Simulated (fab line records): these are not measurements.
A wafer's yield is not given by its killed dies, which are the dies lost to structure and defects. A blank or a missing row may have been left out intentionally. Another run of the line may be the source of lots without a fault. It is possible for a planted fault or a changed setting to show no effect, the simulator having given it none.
The same fault as seen by 2 desks | flow gf180mcu | every desk sees just its own numbers, and what lay behind them comes last

== FROM THE METROLOGY DESK ==
Lot by lot, what the gauges showed, no matter which tool ran the lot: averages of those sampled wafers that carry a number. If a lot's mean is further than 4 standard deviations from the usual mean, the lot is out of limits and carries the mark OUT (the distance appears in the brackets).
Columns: A = V4_W_RS at GF_V4_RS_MEAS_24, usual 0.332 ohm/sq; B = V4_W_THK at GF_V4_THK_MEAS_25, usual 331 nm; C = MIM_CVD_05_THK at GF_MIM_THK_MEAS_06, usual 42.1 nm
lot  | first seen here | A     | B   | C
L377 | day 26 16:20    | 0.336 | 334 | 41.9
L380 | day 27 15:23    | 0.333 | 328 | 42.3
L381 | day 28 01:08    | 0.336 | 324 | 41.8
L382 | day 28 06:44    | 0.332 | 335 | 42.6
L383 | day 28 11:19    | 0.332 | 335 | 42.7
L384 | day 28 23:15    | 0.338 | 328 | 41.8
L388 | day 30 02:29    | 0.347 | 317 | 42.2
L390 | day 30 12:37    | 0.335 | 336 | 41.2
L391 | day 30 20:47    | 0.347 | 325 | 41.6
L395 | day 31 19:32    | 0.336 | 333 | 41.8
This desk's verdict: no lot among the 10 shows anything out of limits.

== THE TOOL OWNER'S DESK: cvdW-02 ==
The tool's own readings at GF_V4_CVD_23 (deposits W, target thk 350 nm, time 104.9 s): means of the sampled wafers that have a number, for each lot that ran on this tool. If a lot's mean is further than 4 standard deviations from the usual mean, the lot is out of limits and carries the mark OUT (the distance appears in the brackets).
Columns: A = heaterPowerW at GF_V4_CVD_23, usual 886 W
lot  | first seen here | A
L377 | day 26 16:13    | 898
L381 | day 28 01:02    | 900
L384 | day 28 23:08    | 896
L388 | day 30 02:14    | 905
L391 | day 30 20:40    | 905
This desk's verdict: no lot among the 5 shows anything out of limits.

== TAKEN TOGETHER ==
Nothing out of limits was seen by the metrology desk.
The tool owner's desk saw nothing out of limits.

== WHAT THE SIMULATOR HAD PUT IN ==
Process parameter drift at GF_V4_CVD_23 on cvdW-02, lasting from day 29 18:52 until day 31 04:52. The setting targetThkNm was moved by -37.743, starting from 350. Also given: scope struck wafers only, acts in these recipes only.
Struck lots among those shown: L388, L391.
